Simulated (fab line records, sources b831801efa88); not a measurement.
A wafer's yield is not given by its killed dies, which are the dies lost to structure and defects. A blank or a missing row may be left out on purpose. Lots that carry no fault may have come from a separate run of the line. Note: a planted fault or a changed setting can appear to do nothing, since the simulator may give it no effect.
Chamber matching + flow gf180mcu + GF_V2_CMP_26 on cmp-02: 4 sister chambers
The step polishes, stops on SiO2, t overpolish 15 s, target thk 0 nm. 4 wafers are shown with their chamber, then 9 later ones without.

WAFERS, EACH WITH ITS CHAMBER
| wafer  | chamber | motor current A (A) |
|--------|---------|---------------------|
| L082.5 | 3       | 10.3                |
| L085.2 | 0       | 9.4                 |
| L085.3 | 2       | 10.6                |
| L085.6 | 1       | 12.2                |

WAFERS WHOSE CHAMBER IS MISSING
| wafer  | motor current A (A) |
|--------|---------------------|
| L087.1 | 10.1                |
| L087.4 | 9.8                 |
| L087.5 | 12.1                |
| L088.1 | 10.3                |
| L088.4 | 9.4                 |
| L088.5 | 9.1                 |
| L091.2 | 9.4                 |
| L091.4 | 12.4                |
| L091.5 | 11.2                |

WHICH CHAMBER EACH ONE RAN IN
| wafer  | from the rows above          | in truth |
|--------|------------------------------|----------|
| L087.1 | can't be placed: 3 or 2 or 0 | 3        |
| L087.4 | can't be placed: 0 or 3 or 2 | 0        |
| L087.5 | 1                            | 1        |
| L088.1 | can't be placed: 3 or 2      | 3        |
| L088.4 | 0                            | 0        |
| L088.5 | 0                            | 0        |
| L091.2 | 0                            | 0        |
| L091.4 | 1                            | 1        |
| L091.5 | can't be placed: 2 or 3 or 1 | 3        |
5 of 9 placed correctly. From these rows, 4 cannot be placed; in 4 the true chamber is one of the candidates. Wrongly placed: 0.
How it was worked out, from the rows above alone: a wafer's distance from a chamber is the root of the sum, over the readings, of the square of ((its reading less the chamber's mean) divided by the reading's scatter). The wafer belongs to the nearest chamber; if the next one is less than 2 further off, it can't be placed. For every chamber, the mean is computed from those of its wafers that are shown. The scatter: with one shown wafer a chamber, the root of the mean of the squares of how far each hidden wafer lies from its nearest shown one.
